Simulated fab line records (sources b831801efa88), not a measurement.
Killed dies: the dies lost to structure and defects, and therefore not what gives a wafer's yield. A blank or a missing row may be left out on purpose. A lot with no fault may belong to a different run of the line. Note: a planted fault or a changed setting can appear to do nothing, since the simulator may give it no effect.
One fault through the eyes of 2 desks ; flow sky130 ; each desk holds nothing but its own numbers, with what lay behind them at the end

## FROM THE METROLOGY DESK
Lot by lot, what the gauges showed, no matter which tool ran the lot: averages of those sampled wafers that carry a number. Marked OUT: a lot whose mean sits more than 4 standard deviations from the usual mean, which makes it out of limits; the brackets give that distance.
Columns: A = VT_ADJUST_LVTN_OVL at SKY_VT_ADJUST_LVTN_OVL_MEAS_07, usual -0.8 nm; B = SONOS_ONO_CVD_04_THK at SKY_SONOS_ONO_THK_MEAS_05, usual 5.68 nm
lot;first seen here;A;B
L522;day 6 19:12;0.3;5.74
L524;day 7 16:06;-1.2;5.88
L525;day 8 01:58;-2.1;5.63
L527;day 8 07:43;-1.3;5.72
L526;day 8 08:48;-0.4;5.53
L528;day 8 15:53;-2.1;5.60
L530;day 9 00:46;-1.5;5.72
L531;day 9 13:20;-0.6;5.75
L533;day 9 21:05;1.3;5.60
L537;day 11 21:50;-1.3;5.91
L538;day 11 22:11;-1.2;5.70
L545;day 13 11:52;-1.4;5.57
This desk found nothing out of limits on any of the 12 lots.

## THE TOOL OWNER'S DESK: plasma asher-01
The tool's own readings at SKY_SONOS_ONO_STRIP_17 (strips in O2/N2): means of the sampled wafers that have a number, for each lot that ran on this tool. Marked OUT: a lot whose mean sits more than 4 standard deviations from the usual mean, which makes it out of limits; the brackets give that distance.
Columns: A = drypump motor current A at SKY_SONOS_ONO_STRIP_17, usual 5.2 A; B = n2 flow sccm at SKY_SONOS_ONO_STRIP_17, usual 300.0 sccm; C = oes product au at SKY_SONOS_ONO_STRIP_17, usual 0.710 a.u.; D = strip time to endpoint s at SKY_SONOS_ONO_STRIP_17, usual 14.09 s
lot;first seen here;A;B;C;D
L522;day 12 13:38;5.4;300.3;0.709;14.08
L527;day 14 07:29;5.4;299.6;0.707;14.12
L528;day 14 22:56;5.1;300.3;0.712;14.03
L537;day 18 22:40;5.1;300.3;0.856 (+31) OUT;-
Finding of this desk: L537 out of limits; the first was L537 at day 18 22:40, on oes product au at SKY_SONOS_ONO_STRIP_17. In limits: L522, L527, L528.

## BROUGHT TOGETHER
On L537, at day 18 22:40, an alarm was possible from the tool owner's desk.
At the metrology desk, nothing out of limits was observed.
The metrology desk has L537 on record, within its limits.
The lots listed all ran SKY_SONOS_ONO_STRIP_17 on plasma asher-01.

## WHAT THE SIMULATOR HAD INSERTED
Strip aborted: plasma asher-01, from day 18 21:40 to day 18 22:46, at SKY_SONOS_ONO_STRIP_17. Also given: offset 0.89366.
Shown lots that were struck: L537.
How many hours passed from the start of the fault until each desk's first out-of-limits reading: the tool owner's desk, 1.
